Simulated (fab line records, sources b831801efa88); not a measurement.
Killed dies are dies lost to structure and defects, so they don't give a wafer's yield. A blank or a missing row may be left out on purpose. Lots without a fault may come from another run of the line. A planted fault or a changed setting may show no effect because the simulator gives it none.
Problem report in the 8D (eight disciplines) form, filled by code | flow sky130 | the parts of the form that need people (team, actions taken, sign-off) are left out

1. THE PROBLEM
run_length_s at SKY_SONOS_TUNNEL_CLEAN_13 reads a mean of 33.8 s on 3 wafers of 1 lot; wafers without a fault read 48.4 s with a standard deviation of 2.2. That is -6.6 standard deviations from the usual mean.
The step: cleans in dHF, time 20 s.
First seen on wafer L533.3, day 18 21:39, on wet_bench-02. The record holds 15 wafers of 5 lots with a number at this step. Rule for "out", or "out of limits": more than 4 standard deviations from the usual mean. The other wafers with a number count as sound.

2. WHAT IT IS AND WHAT IT IS NOT
question                    | is                     | is not
which readings at this step | run_length_s           | -
which lots                  | L533                   | L515, L516, L531, L534
which wafers of those lots  | all that have a number | -
read on which tools         | wet_bench-02           | wet_bench-03, wet_bench-04
when                        | from day 18 21:39      | up to then (9 sound wafers); but 3 sound wafers of L534 came after

3. SUSPECTS, AND WHAT RULES EACH OUT
Counting: a tool at a process step up to the reading stays a suspect if it ran every lot that is out and no sound lot after the first of them.
- wet_bench-02 at SKY_SONOS_TUNNEL_CLEAN_13 (cleans in dHF, time 20 s): kept. It ran the lot that is out, L533 (day 18 21:39), and no sound lot after that; its last sound lot up to then is L516 (day 12 15:15). Its own readings are out on those wafers: run_length_s.
Left after counting: wet_bench-02 at SKY_SONOS_TUNNEL_CLEAN_13.

4. THE CAUSE (what the simulator had put in)
Process parameter drift: wet_bench-02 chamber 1, from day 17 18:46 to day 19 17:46, at SKY_SONOS_TUNNEL_CLEAN_13. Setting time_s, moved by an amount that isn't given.
Counting left only this tool.

5. THE CHAIN OF EFFECTS, in route order
Each row: a reading whose mean over the struck wafers that have a number lies more than 3 standard deviations from the usual. Only readings for which the record gives a usual standard deviation are gone through. hours: the time from each lot's start at the first step in this table that gives one to its start at this step, as a median over the lots. sigmas: the change in usual standard deviations.
hours | step                      | reading      | usual  | on struck wafers | change | sigmas
0     | SKY_SONOS_TUNNEL_CLEAN_13 | run_length_s | 48.4 s | 33.8             | -14.6  | -6.6
The process steps in it:
- SKY_SONOS_TUNNEL_CLEAN_13: cleans in dHF, time 20 s.
Later measuring or inspecting steps at which every struck wafer that the step has a row for has a number for every such reading, and none has moved that far: SKY_SONOS_ONO_THK_MEAS_01, SKY_SONOS_ONO_THK_MEAS_03, SKY_SONOS_ONO_THK_MEAS_05, SKY_SONOS_ONO_CD_MEAS_13, SKY_SONOS_ONO_OVL_MEAS_14.

6. WHAT WOULD HAVE CAUGHT IT SOONER
In this record the first reading out of limits was taken at day 18 21:39, 27 hours after the fault began at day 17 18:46.
